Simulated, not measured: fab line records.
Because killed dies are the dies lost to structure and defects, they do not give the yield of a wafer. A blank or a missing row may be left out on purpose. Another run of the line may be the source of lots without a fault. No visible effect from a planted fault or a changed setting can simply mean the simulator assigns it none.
fab line records ; flow sfq_line
[record] lots = 6; wafers = 18; last_day = 81
route steps=325 shown M5@201 A5B@209 R5@212 I5@228 C5@240 M8@325
lots with no fault: from the same line, run without faults
start_h: hours from the record's opening day to when the first of the lot's shown wafers began ; wait_h: hours since the lot's step before ; " repeats the value in the row above ; L1.1+2: one row covering several wafers at once ; - no value, or no start given ; * or withheld: withheld ; < > ~ a bound
route shown NAME@n: names a module that has steps shown in the file, with the first one's number in the route ; usual: the fault-free wafers' mean and standard deviation ; same: alike in all rows ; chamber/n: place in a boat ; sites: the reading at each site ; _std_site: standard deviation of those values ; _edge_site: inner sites' mean taken away from outer sites' mean ; radius_mm: how far each site lies from the wafer's centre ; mask NAME#n: copy n ; behind: the most recent tool/chamber to have shaped the wafer ; hold: why the lot was held/for how many hours/how that ended ; device: transistor that didn't switch, given as n, p or np ; end of line: the same wafers' tests at the end of the route ; a step given without rows: its recipe and nothing more ; killed: count of dies lost to structure and defects at first sort (not the wafer's yield) ; map: a wafer's dies, marking killed ones x, the rest . and places with no die _
set.NAME: the setting that was run; set.NAME@STEP: the one run at that earlier step ; model.NAME: the simulator's own value behind a step, which no gauge read
lots seen at some steps along the route; tables by step, rows by wafer
services: from which hour (start_h, from the record's first day; less than 0 if before it) a tool's chamber was out of use, for how many hours, and why
[[steps]]
[step SFQ_TRILAYER_M5_LITHO_EXPOSE_124]
[recipe] mask_id = M5; na = 0.6; source_shape = conventional; sigma_outer = 0.65; target_cd_nm = 700; dose_mj = 14.4
[step SFQ_TRILAYER_M5_LITHO_PEB_126]
[recipe] peb_temp_c = 114; peb_time_s = 60; resist = KrF
[step SFQ_TRILAYER_M5_LITHO_DEVELOP_125]
[recipe] time_s = 60; resist = KrF
[step SFQ_M5_OVL_MEAS_932]
[usual] M5_OVL = 2/4.7
lot.wafer;tool;chamber;start_h;wait_h;M5_OVL[nm]
L142.3;overlay-01;-;1145.64;0.1;6
L142.4;overlay-01;-;1145.64;0.1;2
L142.6;overlay-01;-;1145.64;0.1;0
L143.1;overlay-01;-;1160.02;0.1;1
L143.5;overlay-01;-;1160.02;0.1;4
L143.6;overlay-01;-;1160.02;0.1;8
L145.1;overlay-02;-;1172.02;0.1;2
L145.3;overlay-02;-;1172.02;0.1;-1
L145.6;overlay-02;-;1172.02;0.1;8
L146.1;overlay-01;-;1175.62;0.1;-5
L146.2;overlay-01;-;1175.62;0.1;-7
L146.4;overlay-01;-;1175.62;0.1;-3
L147.3;overlay-02;-;1181.64;0.1;-1
L147.4;overlay-02;-;1181.64;0.1;2
L147.6;overlay-02;-;1181.64;0.1;-2
L159.1;overlay-01;-;1385.64;0.1;3
L159.2;overlay-01;-;1385.64;0.1;12
L159.3;overlay-01;-;1385.64;0.1;7
[step SFQ_TRILAYER_M5_BARC_OPEN_METAL_ETCH_161]
[recipe] mask_material = PR; chemistry = O2; target_depth_nm = 125; target = BARC; icp_w = 600; bias_w = 80; pressure_mtorr = 10; time_s = 41.7
[step SFQ_TRILAYER_M5_ETCH_METAL_ETCH_126]
[recipe] target = Nb; stop_on = SiO2; mask_material = PR; over_etch_frac = 0.15; time_s = 203.2; chemistry = Cl2/BCl3; target_depth_nm = 265; icp_w = 600; bias_w = 80; pressure_mtorr = 10
[usual] drypump_motor_current_A = 5.66/0.3; he_backside_leak_sccm = 3.36/0.13; oes_product_au = 0.729/0.0056
lot.wafer;tool;chamber;start_h;wait_h;drypump_motor_current_A;he_backside_leak_sccm;oes_product_au;rf_hours_counter_h
L142.3;rie_metal-01;1;1145.78;0.1;5.46;3.50;0.741;-
L142.4;rie_metal-01;0;1145.78;0.1;5.90;3.32;0.727;-
L142.6;rie_metal-01;0;1145.78;0.1;5.92;3.40;0.728;-
L143.1;rie_metal-03;0;1160.12;0.0;5.51;3.28;0.731;113
L143.5;rie_metal-03;1;1160.12;0.0;5.25;3.49;0.725;-
L143.6;rie_metal-03;0;1160.12;0.0;5.50;3.26;0.722;-
L145.1;rie_metal-01;1;1172.12;0.0;5.47;3.50;0.726;111
L145.3;rie_metal-01;1;1172.12;0.0;5.47;3.37;0.725;-
L145.6;rie_metal-01;1;1172.12;0.0;5.47;3.30;0.732;-
L146.1;rie_metal-03;1;1175.72;0.0;5.30;3.24;0.727;52
L146.2;rie_metal-03;0;1175.72;0.0;5.50;3.22;0.739;115
L146.4;rie_metal-03;1;1175.72;0.0;5.27;3.27;0.735;-
L147.3;rie_metal-03;0;1181.78;0.1;5.51;3.29;0.733;-
L147.4;rie_metal-03;1;1181.78;0.1;5.30;3.57;0.734;-
L147.6;rie_metal-03;0;1181.78;0.1;5.49;3.29;0.735;-
L159.1;rie_metal-03;0;1385.74;0.0;5.51;3.27;0.730;137
L159.2;rie_metal-03;1;1385.74;0.0;5.25;3.19;0.730;74
L159.3;rie_metal-03;1;1385.74;0.0;5.24;3.38;0.734;-
[step SFQ_TRILAYER_M5_STRIP_STRIP_127]
[recipe] gas = O2; power_w = 200; platen_temp_c = 40; overash_fraction = 0.65; chemistry = O2; pressure_mtorr = 50
[step SFQ_TRILAYER_M5_STRIP_SOLV_CLEAN_128]
[recipe] chemistry = NMP; temp_c = 70; time_s = 600
[step SFQ_TRILAYER_A5B_DEP_PECVD_129]
[recipe] material = SiO2; temp_c = 150; time_s = 133.33; pressure_torr = 2.4; rf_w = 183.3; precursor = SiH4/N2O; target_thk_nm = 600
[usual] heater_power_w = 94/25; showerhead_vpp_V = 829/31; throttle_valve_pct = 24.5/1.3
lot.wafer;tool;chamber;start_h;wait_h;heater_power_w;showerhead_vpp_V;throttle_valve_pct
L142.3;pecvd-03;1;1146.69;0.0;77;866;23.9
L142.4;pecvd-03;2;1146.69;0.0;87;803;25.5
L142.6;pecvd-03;0;1146.69;0.0;137;835;22.8
L143.1;pecvd-03;0;1161.09;0.0;136;828;23.0
L143.5;pecvd-03;2;1161.09;0.0;80;789;25.4
L143.6;pecvd-03;1;1161.09;0.0;62;851;24.1
L145.1;pecvd-01;1;1173.09;0.0;89;784;23.5
L145.3;pecvd-01;0;1173.09;0.0;65;806;25.5
L145.6;pecvd-01;2;1173.09;0.0;84;795;23.3
L146.1;pecvd-02;2;1176.69;0.0;96;869;26.1
L146.2;pecvd-02;1;1176.69;0.0;131;878;27.5
L146.4;pecvd-02;2;1176.69;0.0;100;876;25.8
L147.3;pecvd-03;0;1182.69;0.0;138;839;22.9
L147.4;pecvd-03;0;1182.69;0.0;137;836;23.0
L147.6;pecvd-03;2;1182.69;0.0;86;797;25.4
L159.1;pecvd-02;2;1386.70;0.0;105;885;22.4
L159.2;pecvd-02;1;1386.70;0.0;106;862;23.3
L159.3;pecvd-02;0;1386.70;0.0;130;850;23.3
[step SFQ_TRILAYER_A5B_CMP_CMP_130]
[recipe] stop_on = Nb; down_force_psi = 3; platen_rpm = 60; target_thk_nm = 340.7
[step SFQ_TRILAYER_A5B_METRO_MEASURE_131]
[step SFQ_TRILAYER_R5_DEP_SPUTTER_132]
[recipe] material = Ti; base_pressure_pa = 1.33e-06; target_thk_nm = 5; power_w = 2000; time_s = 5; chamber_pressure_pa = 0.4
[usual] cathode_dc_power_W = 2000.0/0.34; throttle_valve_pct = 30.6/1
lot.wafer;tool;chamber;start_h;wait_h;cathode_dc_power_W;throttle_valve_pct
L142.3;pvd_sputter-06;-;1154.25;0.6;2000.2;29.7
L142.4;pvd_sputter-06;-;1154.25;0.6;1999.8;32.0
L142.6;pvd_sputter-06;-;1154.25;0.6;2000.3;28.8
L143.1;pvd_sputter-03;-;1165.80;1.0;2000.3;30.2
L143.5;pvd_sputter-03;-;1165.80;1.0;2000.6;30.3
L143.6;pvd_sputter-03;-;1165.80;1.0;2000.4;30.5
L145.1;pvd_sputter-03;-;1177.90;1.0;2000.1;30.6
L145.3;pvd_sputter-03;-;1177.90;1.0;2000.8;30.5
L145.6;pvd_sputter-03;-;1177.90;1.0;1999.5;30.5
L146.1;pvd_sputter-06;-;1180.98;1.0;1999.9;30.8
L146.2;pvd_sputter-06;-;1180.98;1.0;1999.9;29.7
L146.4;pvd_sputter-06;-;1180.98;1.0;1999.9;32.2
L147.3;pvd_sputter-03;-;1186.98;0.6;1999.4;30.0
L147.4;pvd_sputter-03;-;1186.98;0.6;2000.0;31.8
L147.6;pvd_sputter-03;-;1186.98;0.6;2000.5;29.8
L159.1;pvd_sputter-04;-;1399.10;1.0;1999.5;30.5
L159.2;pvd_sputter-04;-;1399.10;1.0;2000.0;33.2
L159.3;pvd_sputter-04;-;1399.10;1.0;2000.1;30.4
[step SFQ_TRILAYER_R5_DEP_SPUTTER_133]
[recipe] material = MoNx; base_pressure_pa = 1.33e-06; target_thk_nm = 40; power_w = 1000; time_s = 66.7; chamber_pressure_pa = 0.4
[usual] cathode_dc_power_W = 999.99/0.17; throttle_valve_pct = 30.7/1
lot.wafer;tool;chamber;start_h;wait_h;cathode_dc_power_W;throttle_valve_pct;model.MoNx_of_TRILAYER_R5_DEP_SPUTTER_133.thk_nm
L142.3;pvd_sputter-06;-;1154.27;0.0;1000.00;29.8;39.56
L142.4;pvd_sputter-06;-;1154.27;0.0;1000.2;32.3;39.27
L142.6;pvd_sputter-06;-;1154.27;0.0;1000.3;29.5;39.58
L143.1;pvd_sputter-03;-;1165.82;0.0;1000.0;30.3;39.53
L143.5;pvd_sputter-03;-;1165.82;0.0;999.99;30.5;39.4
L143.6;pvd_sputter-03;-;1165.82;0.0;999.79;30.6;39.4
L145.1;pvd_sputter-03;-;1177.92;0.0;1099.7;30.6;44.17
L145.3;pvd_sputter-03;-;1177.92;0.0;1099.2;30.6;43.91
L145.6;pvd_sputter-03;-;1177.92;0.0;1099.5;30.6;44.18
L146.1;pvd_sputter-06;-;1181.00;0.0;1000.1;30.7;40.23
L146.2;pvd_sputter-06;-;1181.00;0.0;1000.1;29.8;40.35
L146.4;pvd_sputter-06;-;1181.00;0.0;1000.1;32.3;40.13
L147.3;pvd_sputter-03;-;1187.00;0.0;1099.3;29.9;42.86
L147.4;pvd_sputter-03;-;1187.00;0.0;1099.5;31.4;43.05
L147.6;pvd_sputter-03;-;1187.00;0.0;1099.3;29.7;43.11
L159.1;pvd_sputter-04;-;1399.12;0.0;999.82;30.4;39.25
L159.2;pvd_sputter-04;-;1399.12;0.0;999.89;33.1;39.45
L159.3;pvd_sputter-04;-;1399.12;0.0;1000.2;30.3;39.45
[step SFQ_TRILAYER_R5_DEP_SPUTTER_134]
[recipe] material = Ti; base_pressure_pa = 1.33e-06; target_thk_nm = 5; power_w = 2000; time_s = 5; chamber_pressure_pa = 0.4
[step SFQ_R5_RS_MEAS_933]
[recipe] thk_meas_gauge = four-point-probe; reads = Ti_of_TRILAYER_R5_DEP_SPUTTER_134+MoNx_of_TRILAYER_R5_DEP_SPUTTER_133+Ti_of_TRILAYER_R5_DEP_SPUTTER_132
[usual] R5_MONX_RS = 7.07/0.07
lot.wafer;tool;chamber;start_h;wait_h;R5_MONX_RS[ohm/sq]
L142.3;film_metro-03;-;1154.38;0.0;7.11
L142.4;film_metro-03;-;1154.38;0.0;7.16
L142.6;film_metro-03;-;1154.38;0.0;7.09
L143.1;film_metro-02;-;1165.89;0.0;7.12
L143.5;film_metro-02;-;1165.89;0.0;7.14
L143.6;film_metro-02;-;1165.89;0.0;7.15
L145.1;film_metro-03;-;1177.99;0.0;6.42
L145.3;film_metro-03;-;1177.99;0.0;6.45
L145.6;film_metro-03;-;1177.99;0.0;6.43
L146.1;film_metro-02;-;1181.07;0.0;7.03
L146.2;film_metro-02;-;1181.07;0.0;7.01
L146.4;film_metro-02;-;1181.07;0.0;7.03
L147.3;film_metro-03;-;1187.11;0.0;6.62
L147.4;film_metro-03;-;1187.11;0.0;6.57
L147.6;film_metro-03;-;1187.11;0.0;6.59
L159.1;film_metro-04;-;1399.19;0.0;7.20
L159.2;film_metro-04;-;1399.19;0.0;7.15
L159.3;film_metro-04;-;1399.19;0.0;7.15
[step SFQ_R5_THK_MEAS_934]
[recipe] thk_meas_gauge = xrf; reads = MoNx_of_TRILAYER_R5_DEP_SPUTTER_133
[usual] R5_MONX_THK = 39.7/0.46
lot.wafer;tool;chamber;start_h;wait_h;R5_MONX_THK[nm]
L142.3;film_metro-03;-;1154.48;0.1;39.6
L142.4;film_metro-03;-;1154.48;0.1;39.3
L142.6;film_metro-03;-;1154.48;0.1;39.5
L143.1;film_metro-02;-;1166.01;0.1;38.8
L143.5;film_metro-02;-;1166.01;0.1;38.9
L143.6;film_metro-02;-;1166.01;0.1;38.7
L145.1;film_metro-03;-;1178.11;0.1;44.0
L145.3;film_metro-03;-;1178.11;0.1;43.6
L145.6;film_metro-03;-;1178.11;0.1;43.7
L146.1;film_metro-02;-;1181.19;0.1;39.7
L146.2;film_metro-02;-;1181.19;0.1;39.9
L146.4;film_metro-02;-;1181.19;0.1;39.6
L147.3;film_metro-03;-;1187.21;0.1;42.6
L147.4;film_metro-03;-;1187.21;0.1;42.8
L147.6;film_metro-03;-;1187.21;0.1;42.9
L159.1;film_metro-04;-;1399.31;0.1;39.1
L159.2;film_metro-04;-;1399.31;0.1;39.5
L159.3;film_metro-04;-;1399.31;0.1;39.2
[step SFQ_TRILAYER_R5_LITHO_COAT_141]
[recipe] resist = BARC; spin_rpm = 3000; resist_thk_nm = 62
[step SFQ_TRILAYER_R5_LITHO_COAT_136]
[recipe] resist = KrF; spin_rpm = 3000; resist_thk_nm = 600
[step SFQ_TRILAYER_R5_LITHO_SOFTBAKE_140]
[recipe] temp_c = withheld; time_s = withheld; resist = KrF
[step SFQ_TRILAYER_R5_LITHO_EXPOSE_137]
[recipe] mask_id = R5; na = 0.6; source_shape = conventional; sigma_outer = 0.65; target_cd_nm = 500; dose_mj = 14.4
[step SFQ_TRILAYER_R5_LITHO_PEB_139]
[recipe] peb_temp_c = 115; peb_time_s = 60; resist = KrF
[step SFQ_TRILAYER_R5_LITHO_DEVELOP_138]
[recipe] time_s = 60; resist = KrF
[step SFQ_R5_OVL_MEAS_935]
[usual] R5_OVL = -2/5.5
lot.wafer;tool;chamber;start_h;wait_h;R5_OVL[nm]
L142.3;overlay-02;-;1297.84;0.1;3
L142.4;overlay-02;-;1297.84;0.1;-2
L142.6;overlay-02;-;1297.84;0.1;2
L143.1;overlay-01;-;1308.62;0.1;-9
L143.5;overlay-01;-;1308.62;0.1;-1
L143.6;overlay-01;-;1308.62;0.1;-2
L145.1;overlay-01;-;1325.42;0.1;0
L145.3;overlay-01;-;1325.42;0.1;1
L145.6;overlay-01;-;1325.42;0.1;-5
L146.1;overlay-02;-;1327.82;0.1;-4
L146.2;overlay-02;-;1327.82;0.1;0
L146.4;overlay-02;-;1327.82;0.1;-6
L147.3;overlay-01;-;1335.04;0.1;-4
L147.4;overlay-01;-;1335.04;0.1;-8
L147.6;overlay-01;-;1335.04;0.1;7
L159.1;overlay-01;-;1513.18;0.1;2
L159.2;overlay-01;-;1513.18;0.1;2
L159.3;overlay-01;-;1513.18;0.1;1
[step SFQ_TRILAYER_R5_BARC_OPEN_METAL_ETCH_177]
[recipe] mask_material = PR; chemistry = O2; target_depth_nm = 125; target = BARC; icp_w = 600; bias_w = 80; pressure_mtorr = 10; time_s = 41.7
[step SFQ_TRILAYER_R5_ETCH_METAL_ETCH_139]
[recipe] stop_on = SiO2; mask_material = PR; chemistry = Cl2; target_depth_nm = 60; icp_w = 600; bias_w = 82.5; pressure_mtorr = 10; time_s = 40
[step SFQ_TRILAYER_R5_STRIP_STRIP_140]
[recipe] gas = O2; power_w = 200; platen_temp_c = 40; overash_fraction = 0.65; chemistry = O2; pressure_mtorr = 50
[step SFQ_TRILAYER_R5_STRIP_SOLV_CLEAN_141]
[recipe] chemistry = NMP; temp_c = 70; time_s = 600
[step SFQ_TRILAYER_A5C_DEP_PECVD_142]
[recipe] material = SiO2; temp_c = 150; time_s = 15.556; pressure_torr = 2.4; rf_w = 183.3; precursor = SiH4/N2O; target_thk_nm = 70
[step SFQ_TRILAYER_I5_LITHO_COAT_149]
[recipe] resist = BARC; spin_rpm = 3068; resist_thk_nm = 62
[step SFQ_TRILAYER_I5_LITHO_COAT_144]
[recipe] resist = KrF; spin_rpm = 3000; resist_thk_nm = 650
[step SFQ_TRILAYER_I5_LITHO_SOFTBAKE_148]
[recipe] temp_c = withheld; time_s = withheld; resist = KrF
[step SFQ_TRILAYER_I5_LITHO_EXPOSE_145]
[recipe] mask_id = I5; na = 0.6; source_shape = conventional; sigma_outer = 0.65; target_cd_nm = 700; dose_mj = 21.3
[step SFQ_TRILAYER_I5_LITHO_PEB_147]
[recipe] peb_temp_c = 115; peb_time_s = 60; resist = KrF
[step SFQ_TRILAYER_I5_LITHO_DEVELOP_146]
[recipe] time_s = 60; resist = KrF
[step SFQ_I5_OVL_MEAS_936]
[usual] I5_OVL = 0/6.1
lot.wafer;tool;chamber;start_h;wait_h;I5_OVL[nm]
L142.3;overlay-02;-;1430.60;0.1;-5
L142.4;overlay-02;-;1430.60;0.1;2
L142.6;overlay-02;-;1430.60;0.1;1
L143.1;overlay-02;-;1442.27;0.1;-2
L143.5;overlay-02;-;1442.27;0.1;2
L143.6;overlay-02;-;1442.27;0.1;2
L145.1;overlay-02;-;1450.67;0.1;3
L145.3;overlay-02;-;1450.67;0.1;1
L145.6;overlay-02;-;1450.67;0.1;3
L146.1;overlay-02;-;1454.27;0.1;2
L146.2;overlay-02;-;1454.27;0.1;-2
L146.4;overlay-02;-;1454.27;0.1;2
L147.3;overlay-02;-;1459.08;0.1;-9
L147.4;overlay-02;-;1459.08;0.1;0
L147.6;overlay-02;-;1459.08;0.1;-2
L159.1;overlay-01;-;1636.59;0.1;10
L159.2;overlay-01;-;1636.59;0.1;4
L159.3;overlay-01;-;1636.59;0.1;11
[step SFQ_TRILAYER_I5_BARC_OPEN_VIA_ETCH_200]
[recipe] mask_material = PR; chemistry = O2; target_depth_nm = 125; target = BARC; source_w = 500; bias_w = 80; pressure_mtorr = 30; time_s = 41.7
[usual] drypump_motor_current_A = 5.6/0.35; oes_product_au = 0.682/0.0045
lot.wafer;tool;chamber;start_h;wait_h;drypump_motor_current_A;oes_product_au;rf_hours_counter_h
L142.3;rie_diel-02;1;1430.63;0.0;5.7;0.678;18
L142.4;rie_diel-02;3;1430.63;0.0;5.3;0.679;19
L142.6;rie_diel-02;1;1430.63;0.0;5.7;0.686;-
L143.1;rie_diel-02;1;1442.30;0.0;5.7;0.685;19
L143.5;rie_diel-02;1;1442.30;0.0;5.8;0.689;-
L143.6;rie_diel-02;2;1442.30;0.0;5.0;0.679;-
L145.1;rie_diel-03;3;1450.70;0.0;5.8;0.682;1
L145.3;rie_diel-03;0;1450.70;0.0;5.4;0.681;12
L145.6;rie_diel-03;1;1450.70;0.0;5.6;0.688;-
L146.1;rie_diel-02;0;1454.30;0.0;5.5;0.676;16
L146.2;rie_diel-02;3;1454.30;0.0;5.4;0.684;19
L146.4;rie_diel-02;1;1454.30;0.0;5.7;0.680;19
L147.3;rie_diel-01;3;1459.10;0.0;5.9;0.682;19
L147.4;rie_diel-01;2;1459.10;0.0;5.8;0.682;1
L147.6;rie_diel-01;2;1459.10;0.0;5.8;0.685;-
L159.1;rie_diel-02;0;1636.63;0.0;5.5;0.675;18
L159.2;rie_diel-02;2;1636.63;0.0;5.0;0.683;0
L159.3;rie_diel-02;3;1636.63;0.0;5.4;0.674;0
[step SFQ_TRILAYER_I5_ETCH_VIA_ETCH_147]
[recipe] stop_on = Nb; mask_material = PR; chemistry = CHF3; target_depth_nm = 360; source_w = 500; bias_w = 80; pressure_mtorr = 30; time_s = withheld
[usual] drypump_motor_current_A = 5.6/0.35; oes_product_au = 0.987/0.0065
lot.wafer;tool;chamber;start_h;wait_h;drypump_motor_current_A;oes_product_au
L142.3;rie_diel-02;1;1430.67;0.0;5.7;0.990
L142.4;rie_diel-02;3;1430.67;0.0;5.4;0.981
L142.6;rie_diel-02;1;1430.67;0.0;5.7;0.987
L143.1;rie_diel-02;1;1442.34;0.0;5.7;0.984
L143.5;rie_diel-02;1;1442.34;0.0;5.7;0.989
L143.6;rie_diel-02;2;1442.34;0.0;5.0;0.990
L145.1;rie_diel-03;3;1450.74;0.0;5.8;0.993
L145.3;rie_diel-03;0;1450.74;0.0;5.4;0.982
L145.6;rie_diel-03;1;1450.74;0.0;5.6;0.995
L146.1;rie_diel-02;0;1454.34;0.0;5.5;0.984
L146.2;rie_diel-02;3;1454.34;0.0;5.4;0.981
L146.4;rie_diel-02;1;1454.34;0.0;5.7;0.992
L147.3;rie_diel-01;3;1459.14;0.0;5.9;1.003
L147.4;rie_diel-01;2;1459.14;0.0;5.8;0.980
L147.6;rie_diel-01;2;1459.14;0.0;5.8;0.994
L159.1;rie_diel-02;0;1636.67;0.0;5.5;0.985
L159.2;rie_diel-02;2;1636.67;0.0;5.0;0.987
L159.3;rie_diel-02;3;1636.67;0.0;5.4;0.978
[step SFQ_TRILAYER_I5_STRIP_STRIP_148]
[recipe] gas = O2; power_w = 200; platen_temp_c = 40; overash_fraction = 0.65; chemistry = O2; pressure_mtorr = 50
[step SFQ_TRILAYER_I5_STRIP_SOLV_CLEAN_149]
[recipe] chemistry = NMP; temp_c = 70; time_s = 600
[step SFQ_TRILAYER_C5_LITHO_COAT_156]
[recipe] resist = BARC; spin_rpm = 3000; resist_thk_nm = 62
[step SFQ_TRILAYER_C5_LITHO_COAT_151]
[recipe] resist = KrF; spin_rpm = 3000; resist_thk_nm = 650
[step SFQ_TRILAYER_C5_LITHO_SOFTBAKE_155]
[recipe] temp_c = withheld; time_s = withheld; resist = KrF
[step SFQ_M8_BOW_MEAS_951]
[recipe] mode = bow
[usual] M8_BOW = 9/12
lot.wafer;tool;chamber;start_h;wait_h;M8_BOW[um];model.etest.r5.ohm_um;model.etest.r5.ohm_sq;model.etest.c5.link_ohm
L142.3;film_metro-01;-;1779.01;0.0;-6;14.32;7.128;8.079
L142.4;film_metro-01;-;1779.01;0.0;3;14.38;7.18;8.138
L142.6;film_metro-01;-;1779.01;0.0;5;14.34;7.124;8.087
L143.1;film_metro-01;-;1785.95;0.0;-4;14.26;7.133;8.094
L143.5;film_metro-01;-;1785.95;0.0;11;14.3;7.156;8.116
L143.6;film_metro-01;-;1785.95;0.0;7;14.34;7.157;8.132
L145.1;film_metro-02;-;1797.84;0.0;3;12.76;6.384;7.322
L145.3;film_metro-02;-;1797.84;0.0;1;12.83;6.422;7.365
L145.6;film_metro-02;-;1797.84;0.0;-2;12.77;6.382;7.339
L146.1;film_metro-03;-;1800.24;0.0;-4;13.99;7.009;7.981
L146.2;film_metro-03;-;1800.24;0.0;-11;13.93;6.988;7.953
L146.4;film_metro-03;-;1800.24;0.0;-6;14.01;7.027;7.987
L147.3;film_metro-02;-;1802.68;0.0;-4;13.18;6.579;7.524
L147.4;film_metro-02;-;1802.68;0.0;-1;13.09;6.551;7.502
L147.6;film_metro-02;-;1802.68;0.0;-3;13.1;6.541;7.492
L159.1;film_metro-01;-;1939.89;0.0;16;14.3;7.184;8.147
L159.2;film_metro-01;-;1939.89;0.0;22;14.27;7.148;8.112
L159.3;film_metro-01;-;1939.89;0.0;8;14.22;7.148;8.104
[[services]]
tool;chamber;start_h;hours;kind
pvd_sputter-03;-;1141.91;3.3;repair
rie_diel-02;1;1145.40;4.6;repair
pecvd-03;2;1191.28;4.9;repair
pvd_sputter-06;-;1202.49;3.1;repair
rie_diel-02;2;1202.52;5.1;repair
rie_diel-02;3;1227.00;23.6;repair
rie_metal-03;-;1230.41;1.4;pm
pecvd-03;-;1235.59;1.4;repair
pvd_sputter-06;-;1287.39;3.5;repair
rie_diel-02;1;1374.01;1.5;repair
pecvd-03;-;1412.46;0.3;repair
rie_metal-03;-;1423.99;2.8;pm
rie_diel-02;1;1435.15;2.8;repair
pecvd-03;2;1442.57;11.0;repair
pecvd-03;-;1452.49;0.6;repair
pvd_sputter-06;-;1458.82;1.1;repair
pvd_sputter-03;-;1468.93;1.2;repair
rie_metal-03;1;1479.73;7.8;repair
pvd_sputter-06;-;1506.41;2.3;repair
rie_diel-02;2;1508.96;2.8;repair
pvd_sputter-03;-;1524.42;3.5;repair
pecvd-03;-;1538.18;2.8;pm
rie_metal-03;-;1581.46;14.6;pm
pvd_sputter-06;-;1623.63;1.7;repair
[[key]]
[first_sign] step = SFQ_TRILAYER_R5_DEP_SPUTTER_133; reading = cathode_dc_power_W; direction = up; sigmas = 99+; usual = 999.99; struck = 1099.4
[effect] step = SFQ_R5_RS_MEAS_933; reading = R5_MONX_RS; direction = down; sigmas = 7.9; usual = 7.07; struck = 6.52
[effect] step = SFQ_R5_THK_MEAS_934; reading = R5_MONX_THK; direction = up; sigmas = 7.8; usual = 39.7; struck = 43.3
[model_effect] step = SFQ_TRILAYER_R5_DEP_SPUTTER_133; value = MoNx_of_TRILAYER_R5_DEP_SPUTTER_133.thk_nm; without = 39.57; struck = 43.55
[model_effect] step = SFQ_M8_BOW_MEAS_951; value = etest.r5.ohm_um; without = 14.26; struck = 12.96
met_at SFQ_TRILAYER_R5_DEP_SPUTTER_133
struck_wafers L145.1,L145.3,L145.6,L147.3,L147.4,L147.6
onset_between 1165.82 1177.92
[fault] kind = process_parameter_drift; tool = pvd_sputter-03; chamber = -; onset_h = 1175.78; steps = SFQ_TRILAYER_R5_DEP_SPUTTER_133; channel = power_w; offset = 99.341; shape = step; end_h = 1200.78; acts_in = these_recipes_only; stated = 1000
